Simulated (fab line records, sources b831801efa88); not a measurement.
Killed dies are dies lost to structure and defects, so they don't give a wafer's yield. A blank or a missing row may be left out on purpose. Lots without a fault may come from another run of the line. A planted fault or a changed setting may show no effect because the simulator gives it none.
One fault seen from 2 desks | flow gf180mcu | each desk has only its own numbers; what lay behind them comes last

THE METROLOGY DESK
What the gauges read, lot by lot, whatever tool the lot ran on: means of the sampled wafers that have a number. A lot is out of limits, marked OUT, if its mean lies more than 4 standard deviations from the usual mean; the brackets give that distance.
Columns: A = V5_CVD_00_THK at GF_V5_THK_MEAS_01, usual 302.0 nm; B = V5_CVD_02_THK at GF_V5_THK_MEAS_03, usual 1455 nm; C = cd_nm at GF_V5_CD_MEAS_14, usual 260.1 nm
lot  | first seen here | A     | B               | C
L487 | day 26 04:34    | 301.4 | 1460            | 259.0
L488 | day 26 11:58    | 301.5 | 1451            | 261.0
L490 | day 27 13:40    | 303.4 | 1450            | 258.5
L491 | day 27 20:15    | 301.1 | 1458            | 260.3
L492 | day 28 02:36    | 306.9 | 1477            | 260.7
L493 | day 28 07:10    | 300.4 | 1459            | 259.9
L495 | day 29 00:47    | 300.0 | 1440            | 261.8
L498 | day 30 02:47    | 300.6 | 1274 (-9.5) OUT | 260.7
L499 | day 30 10:08    | 300.0 | 1440            | 259.7
L502 | day 30 22:27    | 300.9 | 1251 (-11) OUT  | 258.6
L506 | day 31 21:20    | 302.5 | 1441            | 260.9
L509 | day 32 16:23    | 302.4 | 1469            | 259.1
L508 | day 32 17:03    | 302.0 | 1452            | 260.6
This desk's finding: out of limits on L498, L502; first on L498, day 30 02:58 (V5_CVD_02_THK at GF_V5_THK_MEAS_03). In limits: L487, L488, L490, L491, L492, L493, L495, L499, L506, L509, L508.

THE TOOL OWNER'S DESK: pecvd-01
The tool's own readings at GF_V5_CVD_02 (deposits SiO2 from TEOS, target thk 1450 nm, time 163.28 s): means of the sampled wafers that have a number, for each lot that ran on this tool. A lot is out of limits, marked OUT, if its mean lies more than 4 standard deviations from the usual mean; the brackets give that distance.
Columns: A = heater_power_outer_w at GF_V5_CVD_02, usual 358 W; B = heater_power_w at GF_V5_CVD_02, usual 602 W; C = rf_fwd_power_W at GF_V5_CVD_02, usual 597.4 W
lot  | first seen here | A   | B   | C
L487 | day 26 04:39    | 326 | 541 | 597.6
L488 | day 26 12:00    | 384 | 628 | 596.4
L491 | day 27 20:19    | 320 | 544 | 597.4
L492 | day 28 02:40    | 365 | 596 | 597.2
L493 | day 28 07:13    | 315 | 531 | 600.0
L498 | day 30 02:51    | 359 | 600 | 358.2 (-99 or more) OUT
L502 | day 30 22:30    | 453 | 715 | 355.9 (-99 or more) OUT
This desk's finding: out of limits on L498, L502; first on L498, day 30 02:51 (rf_fwd_power_W at GF_V5_CVD_02). In limits: L487, L488, L491, L492, L493.

PUT TOGETHER
The tool owner's desk could have raised an alarm at day 30 02:51, on L498, L502.
The metrology desk could have raised an alarm at day 30 02:58, on L498, L502.
Of the lots named, all ran GF_V5_CVD_02 on pecvd-01.

WHAT THE SIMULATOR HAD PUT IN
Process parameter drift: pecvd-01, from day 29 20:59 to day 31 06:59, at GF_V5_CVD_02. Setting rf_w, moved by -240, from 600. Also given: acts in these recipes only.
Lots struck among those shown: L498, L502.
Hours from the fault's start to each desk's first reading out of limits: the tool owner's desk, 6; the metrology desk, 6.
